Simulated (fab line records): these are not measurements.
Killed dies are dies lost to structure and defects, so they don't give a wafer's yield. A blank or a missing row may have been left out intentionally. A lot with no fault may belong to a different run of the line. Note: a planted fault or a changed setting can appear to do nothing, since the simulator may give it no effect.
Which of the tools did it? | flow gf180mcu | 12 lots, 36 wafers sampled, at 2 steps of a route of 602

## WHAT THE GAUGES READ, wafer by wafer
GF_V4_BOW_MEAS_05.
lot  | measured     | on           | V4_BOW (um)
L332 | day 23 21:49 | filmMetro-04 | 135 134 141
L334 | day 24 18:01 | filmMetro-04 | 140 130 139
L336 | day 25 13:14 | filmMetro-04 | 132 129 143
L335 | day 25 14:40 | filmMetro-04 | 120 135 124
L340 | day 27 08:17 | filmMetro-04 | 144 139 135
L341 | day 27 09:17 | filmMetro-02 | 137 135 139
L344 | day 28 03:12 | filmMetro-02 | 147 143 145
L346 | day 28 16:43 | filmMetro-04 | 158 155 151
L345 | day 28 18:31 | filmMetro-02 | 120 134 122
L351 | day 29 16:32 | filmMetro-02 | 118 109 132
L352 | day 30 05:01 | filmMetro-03 | 137 142 137
L354 | day 30 23:34 | filmMetro-02 | 125 121 121

## TOOL THAT RAN EACH LOT (tool first, then ch and the chambers of the sampled wafers, then the start)
lot  | GF_V3_ETCH_16
L332 | rieDiel-04 ch 1,2,3, day 22 19:10
L334 | rieDiel-03 ch 1,2,3, day 23 17:02
L336 | rieDiel-04 ch 1,2,3, day 24 12:20
L335 | rieDiel-01 ch 2,3, day 24 14:34
L340 | rieDiel-03 ch 1,2,3, day 26 08:16
L341 | rieDiel-01 ch 0,3, day 26 09:49
L344 | rieDiel-01 ch 1,3, day 27 04:52
L346 | rieDiel-04 ch 0,2,3, day 27 18:13
L345 | rieDiel-04 ch 0,3, day 27 19:41
L351 | rieDiel-04 ch 1,2, day 28 18:41
L352 | rieDiel-04 ch 1,3, day 29 07:37
L354 | rieDiel-04 ch 0,2,3, day 30 02:38
- GF_V3_ETCH_16: etches BARC in N2/H2.

## AS READ BY THE TOOLS THEMSELVES (means over the sampled wafers that have a number; for cases with no such wafer, the mark the record gives instead)
GF_V3_ETCH_16.
lot  | tool       | drypumpMotorCurrentA (A) | h2FlowSccm (sccm) | oesProductAu (a.u.) | throttleValvePct (%)
L332 | rieDiel-04 | 5.3                      | 200.2             | 0.860               | 13.218
L334 | rieDiel-03 | 6.0                      | 199.4             | 0.855               | 13.220
L336 | rieDiel-04 | 5.2                      | 200.5             | 0.858               | 13.222
L335 | rieDiel-01 | 5.7                      | 199.6             | 0.857               | 13.235
L340 | rieDiel-03 | 6.0                      | 200.3             | 0.857               | 13.226
L341 | rieDiel-01 | 5.8                      | 199.9             | 0.856               | 13.228
L344 | rieDiel-01 | 5.7                      | 200.1             | 0.855               | 13.229
L346 | rieDiel-04 | 5.6                      | 200.2             | 0.860               | 13.226
L345 | rieDiel-04 | 5.8                      | 200.0             | 0.856               | 13.227
L351 | rieDiel-04 | 5.0                      | 200.0             | 0.855               | 13.222
L352 | rieDiel-04 | 5.5                      | 200.3             | 0.852               | 13.237
L354 | rieDiel-04 | 5.6                      | 200.6             | 0.856               | 13.217

## THE ANSWER, worked out from the rows above alone
Rule: usual is defined by the lots themselves. Put in order of their means at a reading, lots are off if they are a third of the lots or fewer, leave a main group of 4 or more, and stand apart from it by a gap of 3 or more times the standard deviation of the main group's means; of several such gaps the widest counts. The tables above print the reading to a certain number of digits; a main group whose means all agree to those digits is not used. A lot without any number at a reading at which 4 lots or more have one is off too. All remaining lots with rows at the step are treated as sound. Order of review: gauges by route order, followed by the tools' own readings, for which a lot's mean as printed above is used. At the first step where some lot is off, the reading lying furthest off is the one used; lots without a number count as furthest.
No lot is off at any reading shown: from this, nothing can be told.

## WHAT HAD BEEN PUT IN BY THE SIMULATOR
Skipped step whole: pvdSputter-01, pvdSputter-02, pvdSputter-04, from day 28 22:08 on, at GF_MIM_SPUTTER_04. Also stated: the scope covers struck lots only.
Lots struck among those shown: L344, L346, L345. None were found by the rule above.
